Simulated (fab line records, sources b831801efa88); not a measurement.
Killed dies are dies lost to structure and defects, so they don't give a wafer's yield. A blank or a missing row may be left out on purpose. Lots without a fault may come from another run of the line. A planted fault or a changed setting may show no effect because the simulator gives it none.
Which tool did it? | flow sky130 | 11 lots, 33 wafers sampled, at 5 steps of a route of 708

WHAT THE GAUGES READ, wafer by wafer
SKY_METAL1_CD_MEAS_15: target cd 140 nm. Usual: cd_nm 140.4 nm, standard deviation 1.5.
lot  | measured     | on        | cd_nm (nm)        | flag
L844 | day 32 17:00 | cd_sem-01 | 140.2 138.5 139.4 |
L845 | day 32 20:18 | cd_sem-01 | 139.0 140.4 141.3 |
L846 | day 33 01:54 | cd_sem-02 | 137.9 138.3 138.3 |
L848 | day 33 19:52 | cd_sem-01 | 140.0 139.5 139.5 |
L849 | day 34 12:53 | cd_sem-02 | 139.1 139.2 139.2 |
L850 | day 35 02:20 | cd_sem-02 | 142.4 142.2 141.4 |
L856 | day 36 14:39 | cd_sem-01 | 143.2 141.7 143.1 |
L858 | day 37 09:59 | cd_sem-01 | 140.0 139.0 139.9 |
L859 | day 38 02:00 | cd_sem-02 | 141.4 140.5 140.2 |
L860 | day 38 06:38 | cd_sem-02 | 141.2 139.8 141.7 |
L861 | day 38 10:30 | cd_sem-01 | 140.1 140.1 139.4 |

SKY_VIA1_RS_MEAS_22: measures by four-point-probe. Usual: VIA1_W_RS 0.424 ohm/sq, standard deviation 0.0072.
lot  | measured     | on            | VIA1_W_RS (ohm/sq)   | flag
L844 | day 33 22:25 | film_metro-04 | 0.421 0.424 0.419    |
L845 | day 34 01:51 | film_metro-04 | 0.418 0.420 0.427    |
L846 | day 34 07:27 | film_metro-02 | 0.413 0.435 0.433    |
L848 | day 35 01:22 | film_metro-04 | 56.271 57.221 57.916 | OFF
L849 | day 35 18:23 | film_metro-04 | 58.396 57.932 58.739 | OFF
L850 | day 36 07:16 | film_metro-04 | 56.528 57.722 58.547 | OFF
L856 | day 37 18:26 | film_metro-02 | 0.425 0.427 0.424    |
L858 | day 38 14:11 | film_metro-01 | 0.422 0.430 0.429    |
L859 | day 39 05:07 | film_metro-04 | 0.418 0.433 0.421    |
L860 | day 39 10:23 | film_metro-04 | 0.433 0.422 0.418    |
L861 | day 39 14:23 | film_metro-04 | 0.418 0.415 0.420    |

SKY_VIA1_THK_MEAS_23: measures by xrf. Usual: VIA1_W_THK 273 nm, standard deviation 4.5.
lot  | measured     | on            | VIA1_W_THK (nm) | flag
L844 | day 33 22:32 | film_metro-04 | 275 273 277     |
L845 | day 34 01:58 | film_metro-04 | 278 276 273     |
L846 | day 34 07:34 | film_metro-02 | 279 266 269     |
L848 | day 35 01:29 | film_metro-04 | <0 <0 <0        | OFF
L849 | day 35 18:29 | film_metro-04 | <0 <0 <0        | OFF
L850 | day 36 07:22 | film_metro-04 | <0 <0 <0        | OFF
L856 | day 37 18:34 | film_metro-02 | 275 273 275     |
L858 | day 38 14:17 | film_metro-01 | 273 271 268     |
L859 | day 39 05:14 | film_metro-04 | 276 267 274     |
L860 | day 39 10:29 | film_metro-04 | 268 274 278     |
L861 | day 39 14:29 | film_metro-04 | 277 278 276     |

WHICH TOOL RAN EACH LOT (tool, then ch and the chambers of the sampled wafers, then the start)
lot  | SKY_METAL1_STRIP_20                  | SKY_VIA1_CVD_21
L844 | plasma_asher-02 ch 0,1, day 32 17:20 | cvd_w-01 ch 0,1, day 33 22:20
L845 | plasma_asher-02 ch 0,1, day 32 20:49 | cvd_w-01 ch 0,1, day 34 01:46
L846 | plasma_asher-01 ch 0, day 33 02:25   | cvd_w-02 ch 0,1, day 34 07:22
L848 | plasma_asher-01 ch 0,1, day 33 20:11 | cvd_w-02 ch 0,1, day 35 01:16
L849 | plasma_asher-04 ch 0,1, day 34 13:12 | cvd_w-02 ch 0,1, day 35 18:16
L850 | plasma_asher-02 ch 0,1, day 35 02:39 | cvd_w-01 ch 0,1, day 36 07:09
L856 | plasma_asher-01 ch 0, day 36 14:59   | cvd_w-02 ch 1, day 37 18:21
L858 | plasma_asher-04 ch 0,1, day 37 10:19 | cvd_w-01 ch 0,1, day 38 14:05
L859 | plasma_asher-02 ch 0,1, day 38 02:31 | cvd_w-02 ch 0,1, day 39 05:02
L860 | plasma_asher-04 ch 0,1, day 38 06:58 | cvd_w-02 ch 0,1, day 39 10:17
L861 | plasma_asher-04 ch 0,1, day 38 11:01 | cvd_w-01 ch 0,1, day 39 14:17
- SKY_METAL1_STRIP_20: strips in O2/N2.
- SKY_VIA1_CVD_21: deposits W, target thk 270 nm, time 80.902 s.

WHAT THE TOOLS THEMSELVES READ (means of the sampled wafers that have a number; where no wafer has one, the mark that the record gives instead)
SKY_METAL1_STRIP_20. Usual: drypump_motor_current_A 6.0 A, standard deviation 0.43; oes_product_au 0.347 a.u., standard deviation 0.005; strip_time_to_endpoint_s 2.78 s, standard deviation 0.059.
lot  | tool            | drypump_motor_current_A (A) | oes_product_au (a.u.) | strip_time_to_endpoint_s (s) | flag
L844 | plasma_asher-02 | 5.8                         | 0.347                 | 2.78                         |
L845 | plasma_asher-02 | 5.8                         | 0.341                 | 2.70                         |
L846 | plasma_asher-01 | 6.7                         | 0.348                 | 2.79                         |
L848 | plasma_asher-01 | 6.2                         | 0.347                 | 2.82                         |
L849 | plasma_asher-04 | 6.0                         | 0.348                 | 2.81                         |
L850 | plasma_asher-02 | 5.9                         | 0.351                 | 2.84                         |
L856 | plasma_asher-01 | 6.7                         | 0.352                 | 2.87                         |
L858 | plasma_asher-04 | 6.0                         | 0.347                 | 2.77                         |
L859 | plasma_asher-02 | 5.9                         | 0.339                 | 2.75                         |
L860 | plasma_asher-04 | 6.0                         | 0.343                 | 2.73                         |
L861 | plasma_asher-04 | 5.7                         | 0.346                 | 2.74                         |

SKY_VIA1_CVD_21. Usual: chamber_pressure_Torr 40.01 Torr, standard deviation 0.088; heater_power_outer_w 543 W, standard deviation 27; heater_power_w 888 W, standard deviation 28.
lot  | tool     | chamber_pressure_Torr (Torr) | heater_power_outer_w (W) | heater_power_w (W) | flag
L844 | cvd_w-01 | 39.99                        | 539                      | 911                |
L845 | cvd_w-01 | 39.90                        | 544                      | 920                |
L846 | cvd_w-02 | 40.02                        | 555                      | 872                |
L848 | cvd_w-02 | -                            | -                        | -                  | OFF
L849 | cvd_w-02 | -                            | -                        | -                  | OFF
L850 | cvd_w-01 | -                            | -                        | -                  | OFF
L856 | cvd_w-02 | 40.03                        | 588                      | 871                |
L858 | cvd_w-01 | 40.04                        | 542                      | 913                |
L859 | cvd_w-02 | 40.01                        | 568                      | 884                |
L860 | cvd_w-02 | 40.03                        | 551                      | 886                |
L861 | cvd_w-01 | 39.97                        | 499                      | 851                |

THE ANSWER, worked out from the rows above alone
Rule: a lot is off if the mean of its wafers that have a number lies more than 3 standard deviations from the usual mean. A lot without any number at a reading at which 4 lots or more have one is off too. The other lots that the step has rows for count as sound. The gauges are gone through in route order, then the tools' own readings, and for those a lot's mean is taken as printed above. The first step at which some lot is off is used, and at that step the reading that is off furthest; a lot without a number counts as furthest.
Off: L848, L849, L850, at SKY_VIA1_RS_MEAS_22 (VIA1_W_RS).
A tool fits if, at a process step before that reading, it ran every lot that is off, and no sound lot after the first of them. The gauges at SKY_VIA1_RS_MEAS_22 aren't tried: what is off there is off at SKY_VIA1_CVD_21 too, on other tools, and a gauge's error can't cause that. None of those tried fits.

WHAT THE SIMULATOR HAD PUT IN
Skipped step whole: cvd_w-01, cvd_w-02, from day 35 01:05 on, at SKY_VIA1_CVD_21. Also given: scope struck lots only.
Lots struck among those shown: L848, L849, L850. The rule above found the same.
